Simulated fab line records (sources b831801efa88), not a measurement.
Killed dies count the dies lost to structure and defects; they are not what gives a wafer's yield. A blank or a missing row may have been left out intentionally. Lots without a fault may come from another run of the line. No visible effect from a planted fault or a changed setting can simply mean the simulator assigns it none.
The tool behind it: which one? / flow gf180mcu / 7 lots with 21 wafers sampled at 4 steps, on a route of 602 steps

== WHAT EACH GAUGE READ, for each wafer ==
GF_PASSIVATION_THK_MEAS_03.
lot=L213; measured=day 28 09:29; on=film_metro-02; PASSIVATION_CVD_02_THK (nm)=700 686 706
lot=L216; measured=day 29 09:25; on=film_metro-02; PASSIVATION_CVD_02_THK (nm)=695 683 700
lot=L219; measured=day 30 10:42; on=film_metro-04; PASSIVATION_CVD_02_THK (nm)=709 715 704
lot=L226; measured=day 32 03:51; on=film_metro-04; PASSIVATION_CVD_02_THK (nm)=693 716 701
lot=L229; measured=day 32 19:07; on=film_metro-04; PASSIVATION_CVD_02_THK (nm)=694 700 708
lot=L232; measured=day 33 14:38; on=film_metro-03; PASSIVATION_CVD_02_THK (nm)=696 698 698
lot=L235; measured=day 34 10:35; on=film_metro-04; PASSIVATION_CVD_02_THK (nm)=706 724 711

== WHICH TOOL RAN EACH LOT (tool, then ch and the chambers of the sampled wafers, then the start) ==
lot=L213; GF_DUAL_GATE_OXIDATION_15=furnace-01 ch 0, day 8 15:44; GF_TOP_METAL_SPUTTER_02=pvd_sputter-03, day 27 12:17; GF_TOP_METAL_METAL_ETCH_16=rie_metal-02 ch 0,1, day 28 08:19
lot=L216; GF_DUAL_GATE_OXIDATION_15=furnace-02 ch 0, day 9 13:13; GF_TOP_METAL_SPUTTER_02=pvd_sputter-04, day 28 12:56; GF_TOP_METAL_METAL_ETCH_16=rie_metal-01 ch 0,1, day 29 08:14
lot=L219; GF_DUAL_GATE_OXIDATION_15=furnace-01 ch 0, day 10 09:13; GF_TOP_METAL_SPUTTER_02=pvd_sputter-04, day 29 14:23; GF_TOP_METAL_METAL_ETCH_16=rie_metal-01 ch 0,1, day 30 09:32
lot=L226; GF_DUAL_GATE_OXIDATION_15=furnace-01 ch 0, day 12 09:53; GF_TOP_METAL_SPUTTER_02=pvd_sputter-01, day 31 09:32; GF_TOP_METAL_METAL_ETCH_16=rie_metal-02 ch 0,1, day 32 02:39
lot=L229; GF_DUAL_GATE_OXIDATION_15=furnace-01 ch 0, day 13 05:07; GF_TOP_METAL_SPUTTER_02=pvd_sputter-04, day 32 02:00; GF_TOP_METAL_METAL_ETCH_16=rie_metal-04 ch 0,1, day 32 17:56
lot=L232; GF_DUAL_GATE_OXIDATION_15=furnace-02 ch 0, day 14 03:44; GF_TOP_METAL_SPUTTER_02=pvd_sputter-01, day 32 22:11; GF_TOP_METAL_METAL_ETCH_16=rie_metal-01 ch 0,1, day 33 13:30
lot=L235; GF_DUAL_GATE_OXIDATION_15=furnace-02 ch 0, day 15 00:56; GF_TOP_METAL_SPUTTER_02=pvd_sputter-03, day 33 18:12; GF_TOP_METAL_METAL_ETCH_16=rie_metal-01 ch 0,1, day 34 09:25
- GF_DUAL_GATE_OXIDATION_15: stabilise 600 s, purge 300 s, target thk 7.098 nm.
- GF_TOP_METAL_SPUTTER_02: material AlCu, target thk 900 nm, time 47.82 s.
- GF_TOP_METAL_METAL_ETCH_16: etches the open film in Cl2/BCl3, stops on SiO2, target depth 1197 nm, time 199.5 s.

== THE ANSWER, worked out from the rows above alone ==
Rule: the usual values come from the lots themselves. The widest of any qualifying gaps counts: lots, ordered by their means at a reading, are off when they make up no more than a third of the lots, leave a main group of 4 or more, and stand apart from it by 3 or more times the standard deviation of that group's means. The tables above print the reading to a certain number of digits; a main group whose means all agree to those digits is not used. A lot without any number at a reading at which 4 lots or more have one is off too. The other lots that the step has rows for count as sound.
No lot is off on any of the readings shown, so nothing can be concluded from this.

== WHAT THE SIMULATOR HAD INSERTED ==
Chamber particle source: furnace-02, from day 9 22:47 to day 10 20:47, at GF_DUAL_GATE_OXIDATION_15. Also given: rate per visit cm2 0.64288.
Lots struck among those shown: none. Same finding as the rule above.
